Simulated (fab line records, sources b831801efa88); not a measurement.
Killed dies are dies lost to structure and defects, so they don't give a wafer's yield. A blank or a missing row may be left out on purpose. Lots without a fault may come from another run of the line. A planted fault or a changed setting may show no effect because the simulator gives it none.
One fault seen from 2 desks | flow sfq_line | each desk has only its own numbers; what lay behind them comes last

THE TOOL OWNER'S DESK: rie_metal-01
The tool's own readings at SFQ_TRILAYER_M2_BARC_OPEN_METAL_ETCH_077 (etches BARC in O2, target depth 125 nm, time 41.7 s): means of the sampled wafers that have a number, for each lot that ran on this tool. A lot is out of limits, marked OUT, if its mean lies more than 4 standard deviations from the usual mean; the brackets give that distance.
Columns: A = drypump_motor_current_A at SFQ_TRILAYER_M2_BARC_OPEN_METAL_ETCH_077, usual 5.4 A; B = oes_product_au at SFQ_TRILAYER_M2_BARC_OPEN_METAL_ETCH_077, usual 0.685 a.u.
lot  | first seen here | A   | B
L724 | day 27 13:19    | 5.5 | 0.684
L728 | day 28 21:39    | 5.3 | 0.687
L731 | day 29 21:38    | 5.0 | 0.685
This desk's finding: nothing out of limits on any of the 3 lots.

THE METROLOGY DESK
What the gauges read, lot by lot, whatever tool the lot ran on: means of the sampled wafers that have a number. A lot is out of limits, marked OUT, if its mean lies more than 4 standard deviations from the usual mean; the brackets give that distance.
Columns: A = M2_NB_RS at SFQ_M2_RS_MEAS_914, usual 0.889 ohm/sq; B = M2_OVL at SFQ_M2_OVL_MEAS_916, usual -3 nm
lot  | first seen here | A     | B
L716 | day 17 17:01    | 0.886 | -3
L718 | day 18 13:26    | 0.893 | -8
L724 | day 20 10:07    | 0.908 | 3
L728 | day 21 20:08    | 0.890 | 1
L731 | day 23 00:55    | 0.887 | -0
L736 | day 24 22:49    | 0.889 | -9
This desk's finding: nothing out of limits on any of the 6 lots.

PUT TOGETHER
The tool owner's desk saw nothing out of limits.
The metrology desk saw nothing out of limits.

WHAT THE SIMULATOR HAD PUT IN
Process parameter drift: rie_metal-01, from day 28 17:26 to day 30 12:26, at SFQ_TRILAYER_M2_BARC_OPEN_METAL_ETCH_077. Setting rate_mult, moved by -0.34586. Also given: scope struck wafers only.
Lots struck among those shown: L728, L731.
